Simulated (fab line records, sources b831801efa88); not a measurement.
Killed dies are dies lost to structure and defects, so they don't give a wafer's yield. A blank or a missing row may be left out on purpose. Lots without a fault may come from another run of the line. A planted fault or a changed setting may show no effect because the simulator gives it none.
fab line records | flow sky130
record lots=6 wafers=18 last_day=50
route steps=708 shown METAL5@671 PASSIVATION@681 PAD_OPEN@694
lots that met no fault: from a run of the same line without faults
start_h: hours from the record's first day to the start of the lot's first wafer shown | wait_h: hours since the lot's step before | " the same as in the row above | L1.1+2: a row that stands for several wafers | - no value, or no start given | * or withheld: withheld | < > ~ a bound
route shown NAME@n: a module of which the file shows steps, and the number in the route of the first | usual: mean/standard deviation of fault-free wafers | same: alike in all rows | chamber/n: place in a boat | sites: the reading at each site | _std_site: their standard deviation | _edge_site: outer sites' mean less inner sites' | radius_mm: how far each site lies from the wafer's centre | mask NAME#n: copy n | behind: the tool/chamber that last shaped the wafer | hold: why the lot was held/for how many hours/how that ended | device: the transistor (n, p or np) that didn't switch | end of line: the same wafers' tests at the end of the route | a step without rows: its recipe alone | killed: dies lost to structure and defects at the first sort, not the wafer's yield | map: a wafer's dies, x killed, . not, _ none there
set.NAME: the setting as run; set.NAME@STEP: as run at that earlier step | model.NAME: the simulator's own value behind a step, which no gauge read
lots at some steps of the route; a table a step, a row a wafer
services: from which hour (start_h, from the record's first day; less than 0 if before it) a tool's chamber was out of use, for how many hours, and why
## steps
# step SKY_METAL5_SOFTBAKE_10
# recipe temp_c=90 time_s=60 resist=NOVOLAK
# step SKY_METAL5_EXPOSE_11
# recipe mask_id=MM5 na=0.6 source_shape=conventional sigma_outer=0.6 polarization=unpolarized target_cd_nm=1600 dose_mj=190
# step SKY_METAL5_PEB_12
# recipe temp_c=withheld time_s=* resist=NOVOLAK
# step SKY_METAL5_DEVELOP_13
# recipe resist=NOVOLAK developer=TMAH develop_time_s=60 dev_temp_c=23
# step SKY_METAL5_DESCUM_14
# recipe chemistry=O2 source_power_w=150 bias_power_w=0 pressure_mtorr=10 temp_c=40 time_s=11
# step SKY_METAL5_METAL_ETCH_15
# recipe target_depth_a=12600 stop_on=SiO2 over_etch_frac=0.2 time_s=252 chemistry=Cl2/BCl3 resist_sidewall_deg=86 pressure_mtorr=10 icp_w=900 bias_w=48.5 Cl2_flow_sccm=60 bcl3_flow_sccm=30
# usual drypump_motor_current_A=5.7/0.32 oes_product_au=0.895/0.0048 throttle_valve_pct=22.265/0.0094
# columns lot.wafer tool chamber start_h wait_h drypump_motor_current_A oes_product_au rf_hours_counter_h throttle_valve_pct
L129.1 rie_metal-01 1 1037.93 0.0 5.8 0.893 15 22.250
L129.3 " 0 " " 5.6 0.889 - 22.283
L129.5 " 0 " " 5.6 0.884 - 22.270
L130.1 rie_metal-01 1 1039.96 0.0 5.8 0.898 15 22.262
L130.4 " 1 " " 5.8 0.892 - 22.261
L130.6 " 0 " " 5.6 0.895 - 22.265
L131.2 rie_metal-04 1 1045.01 0.0 5.8 0.890 6 22.264
L131.4 " 0 " " 6.0 0.897 - 22.264
L131.6 " 1 " " 5.8 0.896 - 22.272
L132.2 rie_metal-02 0 1054.38 0.0 4.8 0.884 19 22.257
L132.3 " 1 " " 5.7 0.892 - 22.255
L132.5 " 1 " " 5.7 0.892 - 22.252
L143.2 rie_metal-04 0 1122.41 0.0 6.0 0.897 22 22.265
L143.3 " 0 " " 6.0 0.897 - 22.265
L143.6 " 0 " " 6.0 0.894 - 22.259
L150.2 rie_metal-01 0 1159.56 0.0 5.6 0.890 20 22.251
L150.3 " 1 " " 5.8 0.894 - 22.263
L150.5 " 1 " " 5.8 0.893 - 22.263
# step SKY_METAL5_STRIP_16
# recipe chemistry=O2/N2 power_w=1400 pressure_mtorr=1500 platen_temp_c=withheld o2_flow_sccm=3000 n2_flow_sccm=300 overash_fraction=0.5
# usual drypump_motor_current_A=5.7/0.3 o2_flow_sccm=2999/8 oes_product_au=0.711/0.0046 strip_time_to_endpoint_s=13.06/0.11
# columns lot.wafer tool chamber start_h wait_h drypump_motor_current_A o2_flow_sccm oes_product_au rf_hours_counter_h strip_time_to_endpoint_s
L129.1 plasma_asher-01 0 1038.16 0.2 5.0 3008 0.711 61 12.95
L129.3 " 0 " " 5.0 3001 0.710 - 13.15
L129.5 " 0 " " 5.0 2992 0.707 - 12.98
L130.1 plasma_asher-02 0 1040.20 0.2 6.1 3002 0.713 31 13.14
L130.4 " 0 " " 6.1 2997 0.714 - 13.11
L130.6 " 0 " " 6.1 3003 0.718 - 13.07
L131.2 plasma_asher-01 0 1045.25 0.2 5.0 3000 0.711 62 12.97
L131.4 " 1 " " 5.9 2997 0.701 - 12.94
L131.6 " 1 " " 5.8 3004 0.709 - 13.02
L132.2 plasma_asher-01 0 1054.61 0.2 5.0 3001 0.714 63 13.18
L132.3 " 0 " " 5.0 2997 0.711 - 13.08
L132.5 " 0 " " 5.0 2996 0.711 - 12.92
L143.2 plasma_asher-01 0 1122.65 0.2 5.0 3006 0.715 70 12.86
L143.3 " 0 " " 5.0 3007 0.702 - 12.89
L143.6 " 0 " " 5.0 3001 0.706 - 12.82
L150.2 plasma_asher-02 0 1159.80 0.2 6.1 3028 0.714 43 13.01
L150.3 " 1 " " 5.7 2997 0.715 - 13.05
L150.5 " 1 " " 5.7 2999 0.724 - 13.10
# step SKY_METAL5_STRIP_17
# recipe chemistry=post_etch_residue_remover time_s=1200 temp_c=72.5
# step SKY_METAL5_CLEAN_18
# recipe chemistry=IPA time_s=180 temp_c=25
# step SKY_METAL5_CLEAN_19
# recipe chemistry=O3/DIW dry=n2_spin
# step SKY_PASSIVATION_CVD_00
# recipe material=SiO2 target_thk_nm=90 temp_c=400 time_s=withheld rf_w=600
# usual heater_power_w=699/110
# columns lot.wafer tool chamber start_h wait_h heater_power_w
L129.1 pecvd-02 2 1038.80 0.0 575
L129.3 " 0 " " 965
L129.5 " 0 " " 981
L130.1 pecvd-01 0 1040.80 0.0 706
L130.4 " 1 " " 661
L130.6 " 2 " " 561
L131.2 pecvd-02 2 1045.84 0.0 505
L131.4 " 1 " " 734
L131.6 " 0 " " 869
L132.2 pecvd-02 0 1055.21 0.0 934
L132.3 " 2 " " 612
L132.5 " 1 " " 788
L143.2 pecvd-01 0 1123.24 0.0 671
L143.3 " 2 " " 662
L143.6 " 1 " " 593
L150.2 pecvd-02 1 1160.39 0.0 809
L150.3 " 2 " " 553
L150.5 " 1 " " 825
# step SKY_PASSIVATION_THK_MEAS_01
# recipe reads=SiO2_of_PASSIVATION_CVD_00
# usual PASSIVATION_CVD_00_THK=90.6/1.2
# columns lot.wafer tool chamber start_h wait_h PASSIVATION_CVD_00_THK[nm]
L129.1 film_metro-03 - 1038.82 - 89.5
L129.3 " - " " 89.3
L129.5 " - " " 91.1
L130.1 film_metro-04 - 1040.82 - 90.3
L130.4 " - " " 90.9
L130.6 " - " " 91.1
L131.2 film_metro-03 - 1045.87 - 89.0
L131.4 " - " " 91.4
L131.6 " - " " 90.9
L132.2 film_metro-02 - 1055.24 - 88.3
L132.3 " - " " 88.1
L132.5 " - " " 89.9
L143.2 film_metro-02 - 1123.27 - 90.7
L143.3 " - " " 90.6
L143.6 " - " " 90.8
L150.2 film_metro-04 - 1160.42 - 90.9
L150.3 " - " " 91.5
L150.5 " - " " 92.7
# step SKY_PASSIVATION_CVD_02
# recipe material=Si3N4 target_thk_nm=540 temp_c=400 time_s=withheld rf_w=450
# usual heater_power_w=756/100
# columns lot.wafer tool chamber start_h wait_h heater_power_w model.Si3N4_of_PASSIVATION_CVD_02.thk_nm
L129.1 pecvd-03 1 1038.88 0.1 753 536.6
L129.3 " 0 " " 779 532
L129.5 " 1 " " 768 541.9
L130.1 pecvd-02 2 1040.88 0.1 628 537.7
L130.4 " 0 " " 967 547.3
L130.6 " 2 " " 633 542.4
L131.2 pecvd-03 2 1045.92 0.0 711 550.4
L131.4 " 0 " " 828 688.2
L131.6 " 2 " " 729 553.4
L132.2 pecvd-03 0 1055.29 0.0 758 673.4
L132.3 " 2 " " 712 536.4
L132.5 " 0 " " 785 683
L143.2 pecvd-03 0 1123.32 0.0 753 535
L143.3 " 1 " " 700 541.1
L143.6 " 0 " " 797 540.7
L150.2 pecvd-01 1 1160.47 0.0 647 532.4
L150.3 " 2 " " 652 536.9
L150.5 " 2 " " 682 543.3
# step SKY_PASSIVATION_THK_MEAS_03
# recipe reads=Si3N4_of_PASSIVATION_CVD_02
# usual PASSIVATION_CVD_02_THK=541/6
# columns lot.wafer tool chamber start_h wait_h PASSIVATION_CVD_02_THK[nm]
L129.1 film_metro-02 - 1039.10 - 536
L129.3 " - " " 532
L129.5 " - " " 542
L130.1 film_metro-03 - 1041.11 - 538
L130.4 " - " " 548
L130.6 " - " " 542
L131.2 film_metro-04 - 1046.16 - 551
L131.4 " - " " 689
L131.6 " - " " 554
L132.2 film_metro-02 - 1055.53 - 674
L132.3 " - " " 536
L132.5 " - " " 683
L143.2 film_metro-04 - 1123.56 - 535
L143.3 " - " " 541
L143.6 " - " " 541
L150.2 film_metro-02 - 1160.71 - 533
L150.3 " - " " 537
L150.5 " - " " 543
# step SKY_PASSIVATION_DEHYDRATE_04
# recipe temp_c=200 time_s=60
# step SKY_PASSIVATION_HMDS_05
# recipe prime_time_s=60 prime_temp_c=120
# step SKY_PASSIVATION_COAT_06
# recipe spin_rpm=2000 resist_thk_nm=3000
# step SKY_PASSIVATION_SOFTBAKE_07
# recipe temp_c=110 time_s=withheld
# step SKY_PASSIVATION_EXPOSE_08
# recipe mask_id=NSM target_cd_nm=3000 na=0.57 dose_mj=260
# step SKY_PASSIVATION_PEB_09
# recipe temp_c=115 time_s=withheld
# step SKY_PASSIVATION_DEVELOP_10
# recipe develop_time_s=60 dev_temp_c=23
# step SKY_PASSIVATION_ETCH_11
# recipe chemistry=CF4/O2 target_depth_nm=725 stop_on=AlCu source_w=800 bias_w=150 pressure_mtorr=150 cf4_flow_sccm=80 O2_flow_sccm=10 time_s=161.1
# usual drypump_motor_current_A=5.8/0.4 oes_product_au=0.980/0.0065 throttle_valve_pct=5.965/0.0086
# columns lot.wafer tool chamber start_h wait_h drypump_motor_current_A oes_product_au rf_hours_counter_h throttle_valve_pct model.etch.depth_nm model.PASSIVATION.feature_depth_nm
L129.1 rie_diel-01 1 1061.28 - 6.0 0.984 28 5.975 701.4 701.4
L129.3 " 0 " " 5.6 0.969 22 5.969 696.7 696.7
L129.5 " 0 " " 5.6 0.984 - 5.949 707.6 707.6
L130.1 rie_diel-02 3 1063.23 - 5.8 0.977 13 5.960 702.9 702.9
L130.4 " 3 " " 5.8 0.986 - 5.961 713 713
L130.6 " 0 " " 6.1 0.979 - 5.968 708.4 708.4
L131.2 rie_diel-01 1 1068.28 - 6.0 0.980 28 5.979 714.7 714.7
L131.4 " 1 " " 6.0 0.971 - 5.965 688.2 688.2
L131.6 " 0 " " 5.6 0.983 - 5.981 719.2 719.2
L132.2 rie_diel-03 2 1075.94 - 4.9 0.957 18 5.964 673.4 673.4
L132.3 " 1 " " 6.0 0.971 8 5.961 700.6 700.6
L132.5 " 2 " " 4.9 0.964 - 5.956 683 683
L143.2 rie_diel-03 3 1141.78 - 5.9 0.986 25 5.965 700.9 700.9
L143.3 " 0 " " 5.1 0.973 14 5.972 706.6 706.6
L143.6 " 1 " " 6.0 0.986 - 5.965 706.7 706.7
L150.2 rie_diel-01 3 1178.03 - 5.5 0.979 29 5.970 699.6 699.6
L150.3 " 0 " " 5.6 0.975 27 5.959 704.3 704.3
L150.5 " 1 " " 6.0 0.980 - 5.978 711.9 711.9
# step SKY_PASSIVATION_STRIP_12
# recipe chemistry=O2/N2 power_w=1400 pressure_mtorr=1500 platen_temp_c=withheld overash_fraction=0.7 o2_flow_sccm=3000 n2_flow_sccm=300
# usual drypump_motor_current_A=5.7/0.43 o2_flow_sccm=2999/8.4 oes_product_au=0.660/0.0045 strip_time_to_endpoint_s=31.53/0.13
# columns lot.wafer tool chamber start_h wait_h drypump_motor_current_A o2_flow_sccm oes_product_au rf_hours_counter_h strip_time_to_endpoint_s
L129.1 plasma_asher-01 1 1061.38 0.1 5.9 2994 0.662 64 31.63
L129.3 " 1 " " 5.9 3004 0.665 - 31.58
L129.5 " 1 " " 5.9 2996 0.669 - 31.62
L130.1 plasma_asher-01 1 1063.39 0.1 5.8 3005 0.657 64 31.74
L130.4 " 0 " " 5.0 3001 0.654 - 31.76
L130.6 " 0 " " 5.0 3023 0.658 - 31.60
L131.2 plasma_asher-02 1 1068.38 0.1 5.7 2991 0.662 34 31.29
L131.4 " 0 " " 6.0 2994 0.654 - 31.40
L131.6 " 0 " " 6.1 2996 0.667 - 31.32
L132.2 plasma_asher-04 0 1076.04 0.1 6.2 2989 0.655 1 31.40
L132.3 " 0 " " 6.2 2995 0.658 - 31.38
L132.5 " 1 " " 6.1 2993 0.665 - 31.46
L143.2 plasma_asher-04 1 1141.89 0.1 6.1 2978 0.662 8 31.65
L143.3 " 0 " " 6.2 3009 0.653 - 31.65
L143.6 " 0 " " 6.2 2992 0.650 - 31.45
L150.2 plasma_asher-01 1 1178.14 0.1 5.9 3006 0.658 76 31.51
L150.3 " 1 " " 5.9 3005 0.658 - 31.54
L150.5 " 1 " " 5.9 2998 0.651 - 31.47
# step SKY_PAD_OPEN_DEHYDRATE_00
# recipe temp_c=200 time_s=60
# step SKY_PAD_OPEN_HMDS_01
# recipe prime_time_s=60 prime_temp_c=120
# step SKY_PAD_OPEN_COAT_02
# recipe spin_rpm=2000 resist_thk_nm=3000
# step SKY_PAD_OPEN_SOFTBAKE_03
# recipe temp_c=110 time_s=withheld
# step SKY_PAD_OPEN_EXPOSE_04
# recipe mask_id=PDM target_cd_nm=60000 na=0.57 dose_mj=260
# step SKY_PAD_OPEN_PEB_05
# recipe temp_c=115 time_s=withheld
# step SKY_PAD_OPEN_DEVELOP_06
# recipe develop_time_s=60 dev_temp_c=23
# step SKY_PAD_OPEN_ETCH_07
# recipe chemistry=CF4/O2 target_depth_nm=725 stop_on=AlCu source_w=800 bias_w=150 pressure_mtorr=150 cf4_flow_sccm=80 O2_flow_sccm=10 time_s=161.1
# usual drypump_motor_current_A=5.6/0.41 oes_product_au=0.979/0.0068 throttle_valve_pct=5.965/0.01
# columns lot.wafer tool chamber start_h wait_h drypump_motor_current_A oes_product_au rf_hours_counter_h throttle_valve_pct model.etch.depth_nm model.PAD_OPEN.feature_depth_nm
L129.1 rie_diel-03 2 1082.34 - 4.8 0.979 19 5.968 701.4 701.4
L129.3 " 3 " " 5.8 0.967 23 5.961 696.7 696.7
L129.5 " 3 " " 5.8 0.975 - 5.972 707.6 707.6
L130.1 rie_diel-03 2 1084.44 - 4.9 0.972 19 5.957 702.9 702.9
L130.4 " 0 " " 5.1 0.986 12 5.977 713 713
L130.6 " 2 " " 4.9 0.975 - 5.973 708.4 708.4
L131.2 rie_diel-03 2 1089.23 - 4.9 0.979 19 5.955 714.7 714.7
L131.4 " 0 " " 5.1 0.976 12 5.957 688.2 688.2
L131.6 " 2 " " 4.9 0.982 - 5.972 719.2 719.2
L132.2 rie_diel-03 2 1096.68 - 4.9 0.963 19 5.948 673.4 673.4
L132.3 " 1 " " 6.0 0.974 8 5.964 700.6 700.6
L132.5 " 0 " " 5.1 0.957 - 5.960 683 683
L143.2 rie_diel-04 0 1159.25 - 6.0 0.983 30 5.971 700.9 700.9
L143.3 " 3 " " 5.6 0.984 22 5.966 706.6 706.6
L143.6 " 3 " " 5.6 0.984 - 5.953 706.7 706.7
L150.2 rie_diel-01 3 1193.54 - 5.5 0.971 29 5.963 699.6 699.6
L150.3 " 1 " " 6.0 0.985 1 5.968 704.3 704.3
L150.5 " 0 " " 5.5 0.988 - 5.964 711.9 711.9
# step SKY_PAD_OPEN_STRIP_08
# recipe chemistry=O2/N2 power_w=1400 pressure_mtorr=1500 platen_temp_c=withheld overash_fraction=0.7 o2_flow_sccm=3000 n2_flow_sccm=300
# usual drypump_motor_current_A=5.94/0.24 o2_flow_sccm=2999/9.7 oes_product_au=0.663/0.0044 strip_time_to_endpoint_s=37.09/0.1
# columns lot.wafer tool chamber start_h wait_h drypump_motor_current_A o2_flow_sccm oes_product_au rf_hours_counter_h strip_time_to_endpoint_s
L129.1 plasma_asher-02 1 1082.44 0.1 5.66 3006 0.662 35 37.06
L129.3 " 0 " " 6.09 3017 0.658 - 37.37
L129.5 " 0 " " 6.06 3009 0.661 - 37.18
L130.1 plasma_asher-04 1 1084.54 0.1 6.08 2990 0.669 2 36.85
L130.4 " 1 " " 6.07 2980 0.669 - 36.92
L130.6 " 1 " " 6.08 2993 0.665 - 37.01
L131.2 plasma_asher-02 0 1089.34 0.1 6.08 3001 0.665 36 36.92
L131.4 " 1 " " 5.72 3015 0.661 - 36.91
L131.6 " 1 " " 5.68 3026 0.664 - 37.02
L132.2 plasma_asher-02 1 1096.79 0.1 5.66 2990 0.656 37 37.18
L132.3 " 1 " " 5.71 2985 0.673 - 37.14
L132.5 " 0 " " 6.12 2996 0.661 - 37.13
L143.2 plasma_asher-04 0 1159.35 0.1 6.22 2989 0.667 10 36.92
L143.3 " 1 " " 6.08 2997 0.656 - 37.00
L143.6 " 0 " " 6.23 2991 0.659 - 37.03
L150.2 plasma_asher-03 1 1193.65 0.1 5.61 2984 0.662 104 37.07
L150.3 " 0 " " 5.52 3001 0.658 - 37.11
L150.5 " 1 " " 5.62 2992 0.662 - 37.01
# step SKY_PAD_OPEN_STRIP_09
# recipe chemistry=post_etch_residue_remover time_s=1200 temp_c=72.5
# columns lot.wafer tool chamber start_h wait_h model.Si3N4_of_PASSIVATION_CVD_02.thk_nm
L129.1 wet_bench-02 2 1082.54 0.1 536.2
L129.3 " 2 " " 531.6
L129.5 " 2 " " 541.5
L130.1 wet_bench-01 1 1084.64 0.1 537.4
L130.4 " 1 " " 547
L130.6 " 1 " " 542.1
L131.2 wet_bench-01 3 1089.44 0.1 550
L131.4 " 3 " " 687.9
L131.6 " 3 " " 553.1
L132.2 wet_bench-04 2 1096.89 0.1 673
L132.3 " 2 " " 536
L132.5 " 2 " " 682.6
L143.2 wet_bench-01 0 1159.45 0.1 534.6
L143.3 " 0 " " 540.8
L143.6 " 0 " " 540.3
L150.2 wet_bench-01 0 1193.75 0.1 532.1
L150.3 " 0 " " 536.5
L150.5 " 0 " " 542.9
# step SKY_PAD_OPEN_CLEAN_10
# recipe chemistry=IPA time_s=180 temp_c=25
# step SKY_PAD_OPEN_PROBE_99
# usual defect_limited_yield=82.4/1.8 killed_at_M0_to_M3=44/7.2 killed_at_M4_up=3.5/1.8 killed_at_contacts=25/5.1 killed_at_front_end=14/4.4 killed_at_other=0.4/0.58 killed_dies=87/9.1 killed_open=48/6.9 killed_short=38/6.3 sort_bin_3_pad_short=0.9/0.43 sort_bin_5_function=10.5/1.5 sort_bin_6_memory=6.3/1.1 sort_n_pass=405/9.1 sort_yield_pct=82.4/1.8
# same gross_dies=492 killed_at_back_side=0 sort_bin_4_leakage[%]=0 sort_bin_8_speed[%]=0
# columns lot.wafer tool chamber start_h wait_h defect_limited_yield[%] killed_at_M0_to_M3 killed_at_M4_up killed_at_contacts killed_at_front_end killed_at_other killed_dies killed_open killed_short sort_bin_3_pad_short[%] sort_bin_5_function[%] sort_bin_6_memory[%] sort_n_pass sort_yield_pct[%]
L129.1 prober-01 - 1085.00 0.1 83.7 39 4 23 13 1 80 47 33 0.4 10.4 5.5 412 83.7
L129.3 prober-01 - 1085.10 0.2 82.5 42 4 31 9 0 86 50 36 0.8 10.8 5.9 406 82.5
L129.5 prober-01 - 1085.20 0.2 82.5 41 7 24 14 0 86 46 40 0.4 11.2 5.9 406 82.5
L131.2 prober-01 - 1091.60 0.1 84.6 39 4 14 18 1 76 37 38 0.8 10.0 4.7 416 84.6
L131.4 prober-01 - 1091.70 0.2 80.5 51 7 23 15 0 96 46 50 1.2 12.2 6.1 396 80.5
L131.6 prober-01 - 1091.80 0.2 83.1 46 5 19 12 1 83 38 45 0.8 8.9 7.1 409 83.1
# killed by level:class
L129.1 CONTACT:geometric_particle:open=14 VIA1:geometric_particle:open=8 VIA3:geometric_particle:open=7 FIELD_ISO:geometric_particle:open=5 METAL2:geometric_particle:short=5 METAL1:geometric_particle:short=5 VIA1:geometric_particle:short=5 FIELD_ISO:geometric_particle:short=4
L129.3 LI_CONTACT:geometric_particle:open=14 VIA1:geometric_particle:open=13 METAL2:geometric_particle:short=10 CONTACT:geometric_particle:open=8 METAL3:geometric_particle:short=8 FIELD_ISO:geometric_particle:short=5 CONTACT:geometric_particle:short=5 VIA3:geometric_particle:open=4
L129.5 METAL1:geometric_particle:short=9 CONTACT:geometric_particle:open=9 VIA1:geometric_particle:open=9 LI_CONTACT:geometric_particle:open=8 CONTACT:geometric_particle:short=5 VIA3:geometric_particle:open=5 VIA1:geometric_particle:short=4 METAL2:geometric_particle:short=4
L131.2 VIA1:geometric_particle:open=11 METAL2:geometric_particle:short=10 FIELD_ISO:geometric_particle:open=7 METAL1:geometric_particle:short=6 POLY_GATE:geometric_particle:open=4 METAL4:geometric_particle:short=4 LI_CONTACT:geometric_particle:open=4 VIA2:geometric_particle:open=4
L131.4 METAL2:geometric_particle:short=12 CONTACT:geometric_particle:short=8 VIA2:geometric_particle:open=8 VIA1:geometric_particle:open=7 VIA3:geometric_particle:open=7 POLY_GATE:geometric_particle:short=5 LI_CONTACT:geometric_particle:open=5 METAL4:geometric_particle:short=5
L131.6 VIA1:geometric_particle:open=13 VIA1:geometric_particle:short=6 CONTACT:geometric_particle:open=5 METAL1:geometric_particle:short=5 VIA2:geometric_particle:open=5 LI_CONTACT:geometric_particle:open=4 LOCAL_INTERCONNECT:geometric_particle:short=4 METAL2:geometric_particle:short=4
## services
# columns tool chamber start_h hours kind
plasma_asher-04 - 1013.99 21.8 repair
rie_metal-01 - 1016.30 2.8 pm
pecvd-02 2 1017.32 10.0 repair
rie_metal-04 - 1020.34 15.6 pm
rie_diel-02 - 1039.33 0.6 repair
rie_diel-02 3 1049.67 6.0 repair
rie_diel-01 2 1050.09 15.1 repair
plasma_asher-04 - 1055.25 9.0 pm
rie_diel-02 2 1055.51 132.0 repair
rie_diel-01 - 1056.81 0.7 repair
rie_diel-02 1 1057.29 6.6 repair
rie_diel-01 2 1067.18 4.9 repair
rie_diel-01 0 1068.83 3.0 repair
pecvd-01 - 1073.31 6.0 pm
rie_diel-04 0 1074.72 2.0 repair
rie_metal-02 0 1091.66 8.4 repair
rie_diel-04 2 1094.67 14.6 repair
plasma_asher-02 - 1102.10 2.7 repair
plasma_asher-03 - 1104.98 28.1 pm
rie_diel-01 - 1123.23 4.0 pm
rie_metal-04 - 1144.80 14.6 pm
rie_metal-04 - 1159.40 10.0 pm
plasma_asher-01 - 1171.87 1.7 repair
rie_diel-03 0 1193.67 6.2 repair
## key
first_sign step=SKY_PASSIVATION_THK_MEAS_03 reading=PASSIVATION_CVD_02_THK direction=up sigmas=23 usual=541 struck=682
effect step=SKY_PASSIVATION_ETCH_11 reading=oes_product_au direction=down sigmas=2.5 usual=0.980 struck=0.964
model_effect step=SKY_PASSIVATION_CVD_02 value=Si3N4_of_PASSIVATION_CVD_02.thk_nm without=542.4 struck=681.5
model_effect step=SKY_PASSIVATION_ETCH_11 value=etch.depth_nm without=707.8 struck=681.5
model_effect step=SKY_PAD_OPEN_ETCH_07 value=etch.depth_nm without=707.8 struck=681.5
model_effect step=SKY_PAD_OPEN_STRIP_09 value=Si3N4_of_PASSIVATION_CVD_02.thk_nm without=542 struck=681.2
met_at SKY_PASSIVATION_CVD_02
struck_wafers L131.4,L132.2,L132.5
onset_between 1038.88 1045.92
fault kind=process_parameter_drift tool=pecvd-03 chamber=0 onset_h=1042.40 steps=SKY_PASSIVATION_CVD_02 channel=target_thk_nm offset=138.81 shape=step end_h=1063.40 acts_in=these_recipes_only stated=540
